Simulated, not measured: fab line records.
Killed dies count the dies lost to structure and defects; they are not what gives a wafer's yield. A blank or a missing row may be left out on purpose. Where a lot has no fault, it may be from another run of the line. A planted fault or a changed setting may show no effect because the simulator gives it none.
Problem report in the 8D (eight disciplines) form, filled by code	flow sky130	the parts of the form that need people (team, actions taken, sign-off) are left out

1. WHAT IS WRONG
beam energy keV at SKY_LDD_P_IMPLANT_09 reads a mean of 28.927 on 6 wafers of 2 lots; wafers without a fault read 25.002 with a standard deviation of 0.0073. That is +99 or more standard deviations from the usual mean.
Seen first at day 24 23:52 on implanter-01, wafer L978.3. The record has a number at this step for 36 wafers belonging to 12 lots. Rule for "out", or "out of limits": more than 4 standard deviations from the usual mean. All remaining wafers that have a number are taken as sound.

2. WHAT IT IS; WHAT IT IS NOT
question	is	is not
which readings at this step	beam energy keV	-
which lots	L978, L980	L963, L964, L965, L966, L968, L969, L971, L981, L982, L984
which wafers of those lots	all that have a number	-
read on which tools	implanter-01	implanter-02, implanter-04
when	from day 24 23:52	up to then (21 sound wafers); but 9 sound wafers of L981, L982, L984 came after

3. WHAT RULES OUT EACH SUSPECT
Counting: a tool at a process step up to the reading stays a suspect if it ran every lot that is out and no sound lot after the first of them.
- implanter-01 at SKY_LDD_P_IMPLANT_09: kept. It processed each lot that is out, first L978 at day 24 23:52, and no sound lot thereafter; up to then, the last sound lot it processed was L969 at day 21 17:52. Out on those wafers are its own readings of beam energy keV.
After counting, what remains is implanter-01 at SKY_LDD_P_IMPLANT_09.

4. THE CAUSE (what the simulator had put in)
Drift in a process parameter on implanter-01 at SKY_LDD_P_IMPLANT_09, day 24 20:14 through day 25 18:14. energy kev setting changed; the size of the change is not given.
Counting left only this tool.

5. THE EFFECT CHAIN, in route order
Each row: a reading whose mean over the struck wafers that have a number lies more than 3 standard deviations from the usual. Scope: only readings with a usual standard deviation given in the record; hours: median across lots of the time from each lot's start at the first step in this table that gives one to its start at this step; sigmas: change in usual standard deviations.
hours	step	reading	usual	on struck wafers	change	sigmas
0	SKY_LDD_P_IMPLANT_09	beam energy keV	25.002	28.927	+3.925	+99 or more
0	SKY_LDD_P_TW_MEAS_11	LDD_P_TW	639	659	+20	+3.0
It contains these process steps:
- SKY_LDD_P_IMPLANT_09

6. HOW IT WOULD HAVE BEEN CAUGHT EARLIER
First out-of-limits reading in this record: day 24 23:52, which is 4 hours after fault onset at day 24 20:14.
